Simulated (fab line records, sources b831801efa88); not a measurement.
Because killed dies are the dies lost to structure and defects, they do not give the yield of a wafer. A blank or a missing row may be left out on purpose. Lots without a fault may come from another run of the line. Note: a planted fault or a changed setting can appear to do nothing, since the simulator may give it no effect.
Matching of chambers | flow gf180mcu | GF_V5_CMP_26 on cmp-02 has 4 sister chambers
The step polishes, stops on SiO2, t overpolish 15 s, target thk 0 nm. 8 wafers are shown with their chamber, then 7 later ones without.

WAFERS WITH THEIR CHAMBER
wafer  | chamber | motor current A (A) | time to endpoint s (s)
L895.6 | 3       | 10.7                | 85.0
L909.2 | 0       | 10.4                | 83.1
L909.4 | 2       | 11.6                | 81.7
L909.6 | 3       | 10.8                | 84.3
L910.2 | 2       | 11.5                | 78.5
L910.5 | 0       | 10.5                | 84.8
L912.1 | 1       | 10.3                | 83.8
L912.5 | 1       | 10.3                | 82.8

WAFERS WITH NO CHAMBER GIVEN
wafer  | motor current A (A) | time to endpoint s (s)
L912.6 | 11.1                | 78.7
L913.1 | 11.3                | 81.6
L913.2 | 10.5                | 79.2
L913.4 | 10.7                | 82.0
L914.2 | 10.7                | 85.5
L914.5 | 11.2                | 83.9
L914.6 | 10.5                | 83.4

CHAMBER TAKEN BY EACH
wafer  | from the rows above     | in truth
L912.6 | can't be placed: 3 or 2 | 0
L913.1 | 2                       | 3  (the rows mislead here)
L913.2 | can't be placed: 0 or 1 | 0
L913.4 | 3                       | 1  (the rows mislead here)
L914.2 | 3                       | 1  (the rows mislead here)
L914.5 | can't be placed: 2 or 3 | 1
L914.6 | 0                       | 0
Correct placement for 1 of the 7. Cannot be placed on the basis of these rows: 3; the candidates contain the true chamber in 1. Placed wrongly: 3.
How it was worked out, from the rows above alone: a wafer's distance from a chamber is the root of the sum, over the readings, of the square of ((its reading less the chamber's mean) divided by the reading's scatter). The wafer belongs to the nearest chamber; if the next one is less than 2 further off, it can't be placed. Each chamber's mean is taken over the wafers shown for it. The scatter: the root of (the sum of the squares of (reading less its chamber's mean) over the shown wafers, divided by (wafers less chambers)).
